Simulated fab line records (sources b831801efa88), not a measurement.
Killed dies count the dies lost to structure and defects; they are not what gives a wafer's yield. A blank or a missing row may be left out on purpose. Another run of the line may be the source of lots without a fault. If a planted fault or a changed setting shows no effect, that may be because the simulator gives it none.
Which tool did it? -- flow sky130 -- Sampling: 11 lots, 33 wafers, 2 of 708 route steps

== WHAT THE GAUGES SHOWED, per wafer ==
SKY_LDD_HVN_OVL_MEAS_07.
lot,measured,on,LDD_HVN_OVL (nm)
L691,day 21 16:11,overlay-02,-2.2 -1.5 0.3
L692,day 21 15:56,overlay-02,-0.6 -0.5 -0.3
L693,day 22 01:29,overlay-02,0.7 1.2 0.5
L694,day 22 00:53,overlay-01,1.4 2.2 0.9
L696,day 22 08:16,overlay-01,1.6 0.8 0.0
L697,day 23 02:39,overlay-02,0.4 -1.5 1.2
L698,day 23 18:50,overlay-01,-1.4 0.0 -2.1
L701,day 24 22:55,overlay-02,0.3 0.0 0.2
L702,day 24 23:20,overlay-02,-0.5 -0.2 -0.1
L703,day 25 07:24,overlay-02,-0.5 -0.1 1.8
L706,day 26 14:30,overlay-02,- - -

== WHAT TOOL EACH LOT RAN ON (gives the tool, then ch and the chambers of the sampled wafers, and finally the start) ==
lot,SKY_LDD_HVN_EXPOSE_04
L691,"iline_stepper-01 ch 0, day 21 00:43"
L692,"iline_stepper-02 ch 0, day 21 00:29"
L693,"iline_stepper-02 ch 0, day 21 10:35"
L694,"iline_stepper-02 ch 0, day 21 09:59"
L696,"iline_stepper-02 ch 0, day 21 17:17"
L697,"iline_stepper-01 ch 0, day 22 10:41"
L698,"iline_stepper-02 ch 0, day 23 05:01"
L701,"iline_stepper-02 ch 0, day 24 08:50"
L702,"iline_stepper-02 ch 0, day 24 09:17"
L703,"iline_stepper-02 ch 0, day 24 17:31"
L706,"iline_stepper-01 ch 0, day 26 00:27"
- SKY_LDD_HVN_EXPOSE_04: exposes mask HVNTM, target cd 700 nm.

== THE ANSWER, worked out from the rows above alone ==
Rule: what is usual is taken from the lots themselves. Put in order of their means at a reading, lots are off if they are a third of the lots or fewer, leave a main group of 4 or more, and stand apart from it by a gap of 3 or more times the standard deviation of the main group's means; of several such gaps the widest counts. If all means in a main group match to the digits the tables above print for the reading, that group is not used. Also off: a lot with no number at a reading for which 4 or more lots have one. Where the step has rows for the other lots, those lots are counted as sound.
Off: L706, seen at SKY_LDD_HVN_OVL_MEAS_07 (LDD_HVN_OVL). Without a number there: L706. The main group has a mean of 0.1 nm with a standard deviation of 0.81.
If a tool, at a process step before that reading, ran all the lots that are off and no sound lot after the first of them, it fits. The gauges at SKY_LDD_HVN_OVL_MEAS_07 are tried like those tools. Can't be told from this: 2 tools fit, iline_stepper-01 at SKY_LDD_HVN_EXPOSE_04, overlay-02 at SKY_LDD_HVN_OVL_MEAS_07.

== WHAT WAS PUT IN BY THE SIMULATOR ==
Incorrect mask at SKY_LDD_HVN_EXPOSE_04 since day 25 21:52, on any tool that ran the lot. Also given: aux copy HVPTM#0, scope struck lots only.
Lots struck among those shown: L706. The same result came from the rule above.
